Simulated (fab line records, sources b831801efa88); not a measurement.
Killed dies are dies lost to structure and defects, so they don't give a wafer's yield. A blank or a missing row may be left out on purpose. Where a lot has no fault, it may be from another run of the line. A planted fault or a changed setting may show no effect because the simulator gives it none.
Lot-split experiment	flow sfqLine	5 lots, 15 wafers read, on a route of 325 steps

## ABOUT THE SPLIT
At SFQ_TRILAYER_M1_LITHO_COAT_044 (resist thk 62 nm), the setting spinRpm was moved away from the recipe's 3000 rpm on 5 of the 15 wafers read, by -3.2% to +3.7%. This setting was run at the recipe's value on the other wafers.

Between the split and the reading, the file records no step.

## THE READING
etch.depthNm (the simulator's own value, which no gauge read), in nm, at SFQ_TRILAYER_M1_BARC_OPEN_METAL_ETCH_054 (etches BARC in O2, target depth 125 nm, time 41.7 s). No usual value for it is given in the file. The 10 wafers here that ran the recipe average 62.02 nm, standard deviation 0.22 nm.

wafer	tool, chamber at the split	spinRpm as run, rpm	against the recipe	etch.depthNm, nm	against lot-mates on the recipe
L075.1	lithoTrack-03, 0	2905	-3.2%	62.76	+1.13
L075.5	lithoTrack-03, 0	3000	recipe	61.63	-
L075.6	lithoTrack-03, 0	2905	-3.2%	62.68	+1.05
L080.1	lithoTrack-04, 0	3000	recipe	62.02	-
L080.3	lithoTrack-04, 0	3111	+3.7%	60.75	-1.11
L080.4	lithoTrack-04, 0	3111	+3.7%	60.83	-1.03
L080.5	lithoTrack-04, 0	3000	recipe	61.79	-
L080.6	lithoTrack-04, 0	3000	recipe	61.76	-
L082.1	lithoTrack-01, 0	3000	recipe	62.12	-
L084.2	lithoTrack-03, 0	3000	recipe	62.05	-
L084.5	lithoTrack-03, 0	2935	-2.2%	62.64	+0.44
L084.6	lithoTrack-03, 0	3000	recipe	62.35	-
L085.2	lithoTrack-01, 0	3000	recipe	62.07	-
L085.3	lithoTrack-01, 0	3000	recipe	62.25	-
L085.4	lithoTrack-01, 0	3000	recipe	62.19	-

THE FIT
A straight line over all 15 wafers: etch.depthNm changes by -0.286 nm for each +1% of spinRpm; r = -0.94; the points scatter about the line by 0.21 nm.
The same after taking each lot's own level away (the mean of its wafers on the recipe; 15 wafers): -0.302 nm for each +1%; r = -0.98; scatter 0.12 nm.
The reading moves by 1.1 nm for the largest change in spinRpm, on that fit.
The span of the lots' own levels, 61.630 to 62.200 nm, comes to 2.6 times the standard deviation stated above.
The two slopes agree, so the slope changes little with the lot-to-lot level.
Check: with one of the wafers moved furthest among these (+3.7%) left out of the fit, the line predicts -1.11 nm for it against its lot-mates. Against them it came out at -1.11 nm.

## FURTHER SPLITS ON THESE WAFERS
Note: prior to the reading, these wafers also went through further splits. Each is held against what the fit with the lots' levels taken away leaves over:
other split on the same wafers	wafers away from the commonest value	r with etch.depthNm (lot level and that fit taken away)
SFQ_TRILAYER_INCOMING_OXIDATION_002 oxTimeS	10	+0.13
SFQ_TRILAYER_L0_LITHO_COAT_005 spinRpm	3	-0.23
SFQ_TRILAYER_L0_VIA_LITHO_COAT_013 spinRpm	6	-0.68
SFQ_TRILAYER_M0_DEP_SPUTTER_019 timeS	0	-
SFQ_TRILAYER_M0_LITHO_PEB_024 pebTimeS	4	-0.11
SFQ_TRILAYER_I0_VIA_LITHO_COAT_031 resistThkNm	4	-0.38
SFQ_TRILAYER_I0_VIA_ETCH_VIA_ETCH_034 biasW	6	-0.13

## THE WHOLE CHAIN: every reading that the file lists as answering this split, in the file's order
step	what it does	reading	change (the file's fit)	r (the file's)
SFQ_TRILAYER_M1_LITHO_COAT_044	resist thk 62 nm	BARC_of_TRILAYER_M1_LITHO_COAT_044.thkNm (the simulator's own value, which no gauge read)	-0.287 nm for each +1% of the setting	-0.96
SFQ_TRILAYER_M1_BARC_OPEN_METAL_ETCH_054	etches BARC in O2, target depth 125 nm, time 41.7 s	etch.depthNm (the simulator's own value, which no gauge read)	-0.292 nm for each +1% of the setting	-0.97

## FILE'S OWN FIT
etch.depthNm changes by -0.292 nm for each +1% of spinRpm, r = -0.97.
